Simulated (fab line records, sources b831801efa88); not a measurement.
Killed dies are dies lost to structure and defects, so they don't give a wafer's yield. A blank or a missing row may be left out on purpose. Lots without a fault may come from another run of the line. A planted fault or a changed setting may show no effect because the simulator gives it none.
fab line records | flow sky130
record lots=7 wafers=21 last_day=50
route steps=708 shown LDD_LDN@292 SPACER@304 PAD_OPEN@708
lots that met no fault: from a run of the same line without faults
start_h: hours from the record's first day to the start of the lot's first wafer shown | wait_h: hours since the lot's step before | " the same as in the row above | L1.1+2: a row that stands for several wafers | - no value, or no start given | * or withheld: withheld | < > ~ a bound
route shown NAME@n: a module of which the file shows steps, and the number in the route of the first | usual: mean/standard deviation of fault-free wafers | same: alike in all rows | chamber/n: place in a boat | sites: the reading at each site | _std_site: their standard deviation | _edge_site: outer sites' mean less inner sites' | radius_mm: how far each site lies from the wafer's centre | mask NAME#n: copy n | behind: the tool/chamber that last shaped the wafer | hold: why the lot was held/for how many hours/how that ended | device: the transistor (n, p or np) that didn't switch | end of line: the same wafers' tests at the end of the route | a step without rows: its recipe alone | killed: dies lost to structure and defects at the first sort, not the wafer's yield | map: a wafer's dies, x killed, . not, _ none there
set.NAME: the setting as run; set.NAME@STEP: as run at that earlier step | model.NAME: the simulator's own value behind a step, which no gauge read
lots at some steps of the route; a table a step, a row a wafer
services: from which hour (start_h, from the record's first day; less than 0 if before it) a tool's chamber was out of use, for how many hours, and why
## steps
# step SKY_LDD_LDN_SOFTBAKE_03
# recipe temp_c=90 time_s=60 resist=NOVOLAK
# step SKY_LDD_LDN_EXPOSE_04
# recipe mask_id=LDNTM na=0.6 source_shape=conventional sigma_outer=0.6 polarization=unpolarized target_cd_nm=700 dose_mj=140
# step SKY_LDD_LDN_PEB_05
# recipe temp_c=withheld time_s=* resist=NOVOLAK
# step SKY_LDD_LDN_DEVELOP_06
# recipe resist=NOVOLAK developer=TMAH develop_time_s=60 dev_temp_c=23
# step SKY_LDD_LDN_OVL_MEAS_07
# usual LDD_LDN_OVL=0.2/1.2
# columns lot.wafer tool chamber start_h wait_h LDD_LDN_OVL[nm]
L566.3 overlay-01 - 532.47 0.1 -2.2
L566.4 " - " " -1.5
L566.5 " - " " -2.4
L571.4 overlay-01 - 560.19 0.1 -2.8
L571.5 " - " " -1.8
L571.6 " - " " -1.1
L573.1 overlay-02 - 579.62 0.1 0.4
L573.3 " - " " 1.5
L573.6 " - " " 1.5
L574.1 overlay-02 - 585.82 0.1 0.1
L574.2 " - " " 0.8
L574.3 " - " " -1.8
L575.1 overlay-01 - 595.96 0.1 0.6
L575.5 " - " " 0.9
L575.6 " - " " 0.4
L585.2 overlay-01 - 682.31 0.1 -1.1
L585.3 " - " " -2.4
L585.6 " - " " 0.0
L588.1 overlay-01 - 704.67 0.1 -0.5
L588.3 " - " " 0.6
L588.5 " - " " 0.9
# step SKY_LDD_LDN_IMPLANT_08
# recipe species=As energy_kev=15 dose_cm2=1.25e+13 tilt_deg=withheld rotation_deg=23
# step SKY_LDD_LDN_IMPLANT_09
# recipe species=As energy_kev=15 dose_cm2=1.25e+13 tilt_deg=withheld rotation_deg=113
# step SKY_LDD_LDN_IMPLANT_10
# recipe species=As energy_kev=15.18 dose_cm2=1.25e+13 tilt_deg=withheld rotation_deg=203
# step SKY_LDD_LDN_IMPLANT_11
# recipe species=As energy_kev=15 dose_cm2=1.25e+13 tilt_deg=withheld rotation_deg=293
# step SKY_LDD_LDN_STRIP_12
# recipe chemistry=O2/N2 power_w=1400 pressure_mtorr=1500 platen_temp_c=withheld o2_flow_sccm=3000 n2_flow_sccm=300 overash_fraction=0.5
# usual drypump_motor_current_A=5.4/0.45 oes_product_au=0.716/0.0047 strip_time_to_endpoint_s=14.16/0.037
# columns lot.wafer tool chamber start_h wait_h drypump_motor_current_A oes_product_au rf_hours_counter_h strip_time_to_endpoint_s
L566.3 plasma_asher-02 1 533.13 0.1 5.6 0.715 - 14.16
L566.4 " 0 " " 6.1 0.720 - 14.20
L566.5 " 0 " " 6.1 0.724 - 14.22
L571.4 plasma_asher-04 0 560.84 0.1 5.6 0.717 - 14.17
L571.5 " 1 " " 5.7 0.714 - 14.15
L571.6 " 0 " " 5.6 0.724 - 14.13
L573.1 plasma_asher-02 0 580.26 0.1 6.1 0.720 14 14.18
L573.3 " 1 " " 5.4 0.719 - 14.16
L573.6 " 1 " " 5.5 0.706 - 14.19
L574.1 plasma_asher-03 1 586.46 0.1 5.0 0.711 44 14.18
L574.2 " 0 " " 4.9 0.716 44 14.18
L574.3 " 1 " " 5.0 0.710 - 14.19
L575.1 plasma_asher-02 0 596.60 0.1 6.1 0.711 16 14.20
L575.5 " 1 " " 5.5 0.720 - 14.18
L575.6 " 0 " " 6.1 0.705 - 14.14
L585.2 plasma_asher-03 1 682.94 0.1 5.0 0.717 54 14.18
L585.3 " 0 " " 4.8 0.713 - 14.19
L585.6 " 0 " " 4.8 0.707 - 14.21
L588.1 plasma_asher-02 1 705.31 0.1 5.6 0.716 27 14.18
L588.3 " 1 " " 5.5 0.722 - 14.21
L588.5 " 1 " " 5.5 0.712 - 14.20
# step SKY_LDD_LDN_TW_MEAS_13
# usual LDD_LDN_TW=1472/8.6
# columns lot.wafer tool chamber start_h wait_h LDD_LDN_TW
L566.3 film_metro-01 - 533.22 0.1 1467
L566.4 " - " " 1471
L566.5 " - " " 1463
L571.4 film_metro-04 - 560.94 0.1 1467
L571.5 " - " " 1474
L571.6 " - " " 1468
L573.1 film_metro-01 - 580.36 0.1 1465
L573.3 " - " " 1466
L573.6 " - " " 1464
L574.1 film_metro-04 - 586.56 0.1 1475
L574.2 " - " " 1469
L574.3 " - " " 1483
L575.1 film_metro-03 - 596.70 0.1 1471
L575.5 " - " " 1474
L575.6 " - " " 1475
L585.2 film_metro-03 - 683.05 0.1 1484
L585.3 " - " " 1485
L585.6 " - " " 1481
L588.1 film_metro-01 - 705.41 0.1 1462
L588.3 " - " " 1478
L588.5 " - " " 1463
# step SKY_LDD_LDN_CLEAN_14
# recipe chemistry=SC1/SC2 mix=1:4:20 temp_c=70 time_s=150 dry=n2_spin
# step SKY_SPACER_CVD_00
# recipe material=Si3N4 precursor=DCS/NH3 target_thk_nm=43.1 temp_c=770 time_s=740 pressure_mtorr=250
# columns lot.wafer tool chamber start_h wait_h model.Si3N4_of_SPACER_CVD_00.thk_nm
L566.3 lpcvd-02 0 533.56 0.2 43.16
L566.4 " 0 " " 43.07
L566.5 " 0 " " 43.42
L571.4 lpcvd-02 1 561.02 0.0 43.74
L571.5 " 1 " " 43.68
L571.6 " 1 " " 44.16
L573.1 lpcvd-02 0 594.55 14.1 83.07
L573.3 " 0 " " 82.57
L573.6 " 0 " " 82.81
L574.1 lpcvd-02 0 594.55 7.9 82.49
L574.2 " 0 " " 82.22
L574.3 " 0 " " 82.34
L575.1 lpcvd-02 0 596.81 0.0 81.74
L575.5 " 0 " " 81.82
L575.6 " 0 " " 81.89
L585.2 lpcvd-02 1 683.15 0.0 43.26
L585.3 " 1 " " 43.08
L585.6 " 1 " " 43.57
L588.1 lpcvd-02 0 706.09 0.6 43.64
L588.3 " 0 " " 43.21
L588.5 " 0 " " 43.55
# step SKY_SPACER_THK_MEAS_01
# recipe reads=Si3N4_of_SPACER_CVD_00
# usual SPACER_CVD_00_THK=43.3/0.38
# columns lot.wafer tool chamber start_h wait_h SPACER_CVD_00_THK[nm]
L566.3 film_metro-02 - 534.79 0.0 43.2
L566.4 " - " " 43.1
L566.5 " - " " 43.4
L571.4 film_metro-04 - 562.26 0.0 43.7
L571.5 " - " " 43.7
L571.6 " - " " 44.2
L573.1 film_metro-04 - 595.75 0.0 83.1
L573.3 " - " " 82.6
L573.6 " - " " 82.8
L574.1 film_metro-02 - 595.75 0.0 82.5
L574.2 " - " " 82.2
L574.3 " - " " 82.4
L575.1 film_metro-04 - 598.02 0.0 81.7
L575.5 " - " " 81.8
L575.6 " - " " 82.0
L585.2 film_metro-02 - 684.37 0.0 43.3
L585.3 " - " " 43.1
L585.6 " - " " 43.6
L588.1 film_metro-04 - 707.30 0.0 43.6
L588.3 " - " " 43.3
L588.5 " - " " 43.5
# step SKY_SPACER_ETCHBACK_02
# recipe chemistry=CH3F/O2 target=Si3N4 stop_on=SiO2 source_w=400 bias_w=80 pressure_mtorr=25 ch3f_flow_sccm=40 O2_flow_sccm=30 time_s=46.7 target_depth_a=450
# usual drypump_motor_current_A=5.7/0.51 oes_product_au=0.857/0.0063 rf_fwd_power_W=395.3/2 throttle_valve_pct=10.563/0.0091
# columns lot.wafer tool chamber start_h wait_h drypump_motor_current_A oes_product_au rf_fwd_power_W rf_hours_counter_h throttle_valve_pct model.etch.depth_nm
L566.3 rie_diel-03 3 534.83 0.0 5.6 0.864 397.3 74 10.571 43.16
L566.4 " 1 " " 6.0 0.855 392.0 27 10.556 43.07
L566.5 " 1 " " 6.0 0.851 393.8 - 10.568 43.42
L571.4 rie_diel-03 1 562.29 0.0 6.0 0.865 394.1 28 10.559 43.74
L571.5 " 1 " " 6.0 0.859 392.4 - 10.558 43.68
L571.6 " 0 " " 5.9 0.867 394.5 - 10.574 44.16
L573.1 rie_diel-02 2 595.81 0.1 5.5 1.002 397.2 1 10.575 56.22
L573.3 " 3 " " 5.1 1.007 393.1 28 10.589 56.02
L573.6 " 2 " " 5.5 1.007 396.1 - 10.610 56.67
L574.1 rie_diel-04 0 595.81 0.1 6.4 0.990 393.5 53 10.585 55.25
L574.2 " 3 " " 5.0 0.988 396.2 5 10.596 54.9
L574.3 " 1 " " 4.9 1.000 394.2 17 10.563 55.9
L575.1 rie_diel-04 0 598.08 0.1 6.4 0.987 392.6 53 10.568 54.74
L575.5 " 3 " " 5.0 0.987 396.6 - 10.591 55.01
L575.6 " 0 " " 6.4 0.996 392.5 - 10.584 55.04
L585.2 rie_diel-04 1 684.42 0.0 4.9 0.854 394.3 19 10.569 43.26
L585.3 " 3 " " 5.0 0.851 394.8 6 10.569 43.08
L585.6 " 2 " " 6.4 0.865 393.1 - 10.553 43.57
L588.1 rie_diel-04 3 707.36 0.1 5.0 0.866 396.6 6 10.557 43.64
L588.3 " 1 " " 4.9 0.853 391.9 19 10.577 43.21
L588.5 " 1 " " 4.9 0.861 393.0 - 10.556 43.55
# step SKY_PAD_OPEN_PROBE_99
# usual killed_at_M0_to_M3=43/7.1 killed_at_M4_up=3.0/1.9 killed_at_contacts=24/5 killed_at_front_end=15/4.3 killed_at_other=0.3/0.5 killed_dies=85/9.6 killed_on_rim=17/4.3 killed_open=46/7.1 killed_short=39/6.8
# same gross_dies=492 killed_at_back_side=0
# columns lot.wafer tool chamber start_h wait_h killed_at_M0_to_M3 killed_at_M4_up killed_at_contacts killed_at_front_end killed_at_other killed_dies killed_on_rim killed_open killed_short
L571.4 prober-01 - 1096.43 0.2 45 5 21 15 0 86 20 45 41
L571.5 prober-01 - 1096.48 0.2 40 2 23 10 0 75 13 39 36
L571.6 prober-01 - 1096.53 0.2 38 4 23 13 2 80 14 45 35
L573.1 prober-01 - 1119.32 0.1 35 2 29 425 1 492 96 52 32
L573.3 prober-01 - 1119.42 0.2 28 4 20 439 1 492 96 42 31
L573.6 prober-01 - 1119.57 0.2 48 2 26 415 1 492 96 41 49
L574.1 prober-02 - 1119.45 0.1 43 2 27 420 0 492 96 51 40
L574.2 prober-02 - 1119.50 0.1 52 5 31 404 0 492 96 52 55
L574.3 prober-02 - 1119.55 0.2 40 3 17 432 0 492 96 38 32
L575.1 prober-01 - 1120.82 0.1 53 3 17 419 0 492 96 37 54
L575.5 prober-01 - 1121.02 0.2 52 0 14 426 0 492 96 59 36
L575.6 prober-01 - 1121.07 0.2 49 2 21 420 0 492 96 51 44
L585.2 prober-02 - 1173.90 0.1 43 4 20 15 1 83 17 37 46
L585.3 prober-02 - 1173.95 0.2 50 4 26 13 0 93 18 43 50
L585.6 prober-02 - 1174.10 0.2 39 5 31 14 0 89 15 48 41
L588.1 prober-01 - 1189.49 0.1 40 1 23 10 2 76 18 34 42
L588.3 prober-01 - 1189.59 0.2 56 0 27 15 0 98 19 59 39
L588.5 prober-01 - 1189.69 0.2 49 3 21 12 1 86 17 46 40
# killed by level:class
L571.4 CONTACT:geometric_particle:open=11 VIA3:geometric_particle:open=10 VIA1:geometric_particle:open=7 FIELD_ISO:geometric_particle:short=6 METAL2:geometric_particle:short=6 METAL1:geometric_particle:short=5 VIA2:geometric_particle:open=5 LI_CONTACT:geometric_particle:open=4
L571.5 LI_CONTACT:geometric_particle:open=9 METAL1:geometric_particle:short=8 CONTACT:geometric_particle:open=7 VIA1:geometric_particle:short=5 VIA1:geometric_particle:open=5 LOCAL_INTERCONNECT:geometric_particle:short=4 METAL2:geometric_particle:open=4 METAL2:geometric_particle:short=4
L571.6 LI_CONTACT:geometric_particle:open=10 VIA2:geometric_particle:open=6 CONTACT:geometric_particle:open=6 VIA1:geometric_particle:open=6 METAL1:geometric_particle:short=5 VIA3:geometric_particle:open=5 POLY_GATE:geometric_particle:short=4 CONTACT:geometric_particle:short=4
L573.1 SPACER:area_etchback=408 LI_CONTACT:geometric_particle:open=11 VIA1:geometric_particle:open=10 CONTACT:geometric_particle:open=10 VIA2:geometric_particle:open=9 POLY_GATE:geometric_particle:short=5 VIA3:geometric_particle:open=5 LOCAL_INTERCONNECT:geometric_particle:short=4
L573.3 SPACER:area_etchback=419 LI_CONTACT:geometric_particle:open=8 VIA1:geometric_particle:open=8 FIELD_ISO:geometric_particle:short=5 CONTACT:geometric_particle:open=5 POLY_GATE:geometric_particle:open=5 POLY_GATE:geometric_particle:short=5 VIA2:geometric_particle:open=5
L574.1 SPACER:area_etchback=401 VIA1:geometric_particle:open=12 CONTACT:geometric_particle:open=9 CONTACT:geometric_particle:short=7 METAL2:geometric_particle:short=6 VIA2:geometric_particle:short=6 VIA3:geometric_particle:open=6 POLY_GATE:geometric_particle:open=5
L574.2 SPACER:area_etchback=385 VIA1:geometric_particle:open=13 VIA3:geometric_particle:open=12 LOCAL_INTERCONNECT:geometric_particle:short=10 LI_CONTACT:geometric_particle:open=8 VIA1:geometric_particle:short=7 FIELD_ISO:geometric_particle:short=6 POLY_GATE:geometric_particle:short=6
L574.3 SPACER:area_etchback=422 VIA1:geometric_particle:open=13 CONTACT:geometric_particle:open=7 METAL2:geometric_particle:short=7 FIELD_ISO:geometric_particle:short=5 LI_CONTACT:geometric_particle:open=5 CONTACT:geometric_particle:short=4 METAL1:geometric_particle:short=3
L573.6 SPACER:area_etchback=402 VIA1:geometric_particle:open=16 CONTACT:geometric_particle:short=9 METAL1:geometric_particle:short=7 POLY_GATE:geometric_particle:short=6 VIA2:geometric_particle:open=6 LI_CONTACT:geometric_particle:open=5 LOCAL_INTERCONNECT:geometric_particle:short=5
L575.1 SPACER:area_etchback=401 VIA1:geometric_particle:open=11 VIA1:geometric_particle:short=9 FIELD_ISO:geometric_particle:short=6 METAL2:geometric_particle:short=6 POLY_GATE:geometric_particle:short=5 LOCAL_INTERCONNECT:geometric_particle:short=5 VIA2:geometric_particle:open=5
L575.5 SPACER:area_etchback=397 VIA1:geometric_particle:open=12 FIELD_ISO:geometric_particle:open=10 VIA2:geometric_particle:open=7 POLY_GATE:geometric_particle:open=7 METAL2:geometric_particle:short=7 VIA3:geometric_particle:open=7 CONTACT:geometric_particle:open=6
L575.6 SPACER:area_etchback=397 VIA1:geometric_particle:open=13 CONTACT:geometric_particle:open=10 FIELD_ISO:geometric_particle:short=8 METAL1:geometric_particle:short=7 FIELD_ISO:geometric_particle:open=6 VIA1:geometric_particle:short=6 METAL2:geometric_particle:short=6
L585.2 CONTACT:geometric_particle:open=10 METAL2:geometric_particle:short=7 VIA1:geometric_particle:short=6 VIA3:geometric_particle:short=5 METAL1:geometric_particle:short=5 VIA3:geometric_particle:open=5 VIA1:geometric_particle:open=4 LI_CONTACT:geometric_particle:open=4
L585.3 VIA3:geometric_particle:open=9 LOCAL_INTERCONNECT:geometric_particle:short=7 VIA1:geometric_particle:open=7 CONTACT:geometric_particle:open=6 VIA1:geometric_particle:short=6 METAL2:geometric_particle:short=5 VIA2:geometric_particle:open=5 METAL1:geometric_particle:short=5
L585.6 LI_CONTACT:geometric_particle:open=12 VIA1:geometric_particle:open=11 CONTACT:geometric_particle:open=8 VIA1:geometric_particle:short=8 CONTACT:geometric_particle:short=5 FIELD_ISO:geometric_particle:short=4 METAL3:geometric_particle:short=4 VIA3:geometric_particle:open=4
L588.1 CONTACT:geometric_particle:open=8 VIA2:geometric_particle:open=7 CONTACT:geometric_particle:short=6 VIA1:geometric_particle:open=6 LI_CONTACT:geometric_particle:short=5 METAL1:geometric_particle:short=5 VIA3:geometric_particle:open=5 METAL2:geometric_particle:short=5
L588.3 VIA1:geometric_particle:open=16 CONTACT:geometric_particle:open=13 VIA1:geometric_particle:short=9 METAL2:geometric_particle:short=7 VIA3:geometric_particle:open=7 LI_CONTACT:geometric_particle:open=6 VIA2:geometric_particle:open=6 POLY_GATE:geometric_particle:open=4
L588.5 VIA1:geometric_particle:open=10 VIA2:geometric_particle:open=9 METAL2:geometric_particle:short=7 VIA1:geometric_particle:short=6 CONTACT:geometric_particle:open=6 LI_CONTACT:geometric_particle:open=5 CONTACT:geometric_particle:short=5 VIA2:geometric_particle:short=5
# map L573.1 (x killed, . not)
__________xxxxxxxxxx_________
________xxxxxxxxxxxxxx_______
______xxxxxxxxxxxxxxxxxx_____
_____xxxxxxxxxxxxxxxxxxxx____
____xxxxxxxxxxxxxxxxxxxxxx___
___xxxxxxxxxxxxxxxxxxxxxxxx__
__xxxxxxxxxxxxxxxxxxxxxxxxxx_
_xxxxxxxxxxxxxxxxxxxxxxxxxxxx
_xxxxxxxxxxxxxxxxxxxxxxxxxxxx
_xxxxxxxxxxxxxxxxxxxxxxxxxxxx
_xxxxxxxxxxxxxxxxxxxxxxxxxxxx
_xxxxxxxxxxxxxxxxxxxxxxxxxxxx
_xxxxxxxxxxxxxxxxxxxxxxxxxxxx
_xxxxxxxxxxxxxxxxxxxxxxxxxxxx
_xxxxxxxxxxxxxxxxxxxxxxxxxxxx
__xxxxxxxxxxxxxxxxxxxxxxxxxx_
___xxxxxxxxxxxxxxxxxxxxxxxx__
____xxxxxxxxxxxxxxxxxxxxxx___
_____xxxxxxxxxxxxxxxxxxxx____
______xxxxxxxxxxxxxxxxxx_____
________xxxxxxxxxxxxxx_______
__________xxxxxxxxxx_________
# map L574.1 (x killed, . not)
__________xxxxxxxxxx_________
________xxxxxxxxxxxxxx_______
______xxxxxxxxxxxxxxxxxx_____
_____xxxxxxxxxxxxxxxxxxxx____
____xxxxxxxxxxxxxxxxxxxxxx___
___xxxxxxxxxxxxxxxxxxxxxxxx__
__xxxxxxxxxxxxxxxxxxxxxxxxxx_
_xxxxxxxxxxxxxxxxxxxxxxxxxxxx
_xxxxxxxxxxxxxxxxxxxxxxxxxxxx
_xxxxxxxxxxxxxxxxxxxxxxxxxxxx
_xxxxxxxxxxxxxxxxxxxxxxxxxxxx
_xxxxxxxxxxxxxxxxxxxxxxxxxxxx
_xxxxxxxxxxxxxxxxxxxxxxxxxxxx
_xxxxxxxxxxxxxxxxxxxxxxxxxxxx
_xxxxxxxxxxxxxxxxxxxxxxxxxxxx
__xxxxxxxxxxxxxxxxxxxxxxxxxx_
___xxxxxxxxxxxxxxxxxxxxxxxx__
____xxxxxxxxxxxxxxxxxxxxxx___
_____xxxxxxxxxxxxxxxxxxxx____
______xxxxxxxxxxxxxxxxxx_____
________xxxxxxxxxxxxxx_______
__________xxxxxxxxxx_________
## services
# columns tool chamber start_h hours kind
rie_diel-02 2 514.20 4.4 repair
rie_diel-02 - 517.69 0.1 repair
rie_diel-03 - 536.04 0.6 repair
rie_diel-03 3 547.73 13.9 repair
rie_diel-02 0 556.79 5.8 repair
rie_diel-02 1 557.59 16.3 repair
lpcvd-02 - 573.07 4.3 pm
plasma_asher-03 - 573.74 7.6 repair
lpcvd-02 - 579.95 14.6 pm
rie_diel-03 3 581.71 7.3 repair
rie_diel-02 0 625.62 1.6 repair
rie_diel-02 2 635.49 16.2 repair
rie_diel-03 3 664.08 6.6 repair
rie_diel-04 3 670.12 13.5 repair
rie_diel-02 - 675.24 2.8 pm
lpcvd-02 - 677.67 0.7 repair
rie_diel-04 0 683.66 - clean
rie_diel-04 0 683.66 19.0 scheduled_down
rie_diel-04 0 683.66 19.0 vent_cycle
rie_diel-04 - 686.39 7.2 repair
rie_diel-03 2 693.60 7.3 repair
rie_diel-03 1 695.95 6.3 repair
rie_diel-03 0 696.57 7.2 repair
rie_diel-02 - 700.35 0.1 repair
## key
first_sign step=SKY_SPACER_THK_MEAS_01 reading=SPACER_CVD_00_THK direction=up sigmas=99+ usual=43.3 struck=82.3
effect step=SKY_SPACER_ETCHBACK_02 reading=oes_product_au direction=up sigmas=22 usual=0.857 struck=0.996
effect step=SKY_PAD_OPEN_PROBE_99 reading=killed_at_front_end direction=up sigmas=95 usual=15 struck=422
model_effect step=SKY_SPACER_CVD_00 value=Si3N4_of_SPACER_CVD_00.thk_nm without=43.26 struck=82.33
model_effect step=SKY_SPACER_ETCHBACK_02 value=etch.depth_nm without=43.26 struck=55.53
more_kills_born_at SKY_SPACER_ETCHBACK_02@rie_diel-04=2403 SKY_SPACER_ETCHBACK_02@rie_diel-02=1229
met_at SKY_SPACER_CVD_00
struck_wafers L573.1,L573.3,L573.6,L574.1,L574.2,L574.3,L575.1,L575.5,L575.6
later_rows_left_out L573.1,L573.3,L573.6,L574.1,L574.2,L574.3,L575.1,L575.5,L575.6
tester_left_out L573,L574,L575
onset_between 561.02 594.55
fault kind=process_parameter_drift tool=lpcvd-02 chamber=- onset_h=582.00 steps=SKY_SPACER_CVD_00 channel=target_thk_nm offset=39.065 shape=step end_h=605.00 acts_in=these_recipes_only stated=43.1
# tester_left_out: of these lots the tester's yield and bins aren't shown, on N5 and GAA mostly nor the transistor test; their killed dies are dies lost to structure and defects alone, not to doping, threshold or leakage, so they don't give the yield
# later_rows_left_out: the simulator's readings of these wafers behind a module that went badly wrong aren't trusted and aren't shown, but for the sort
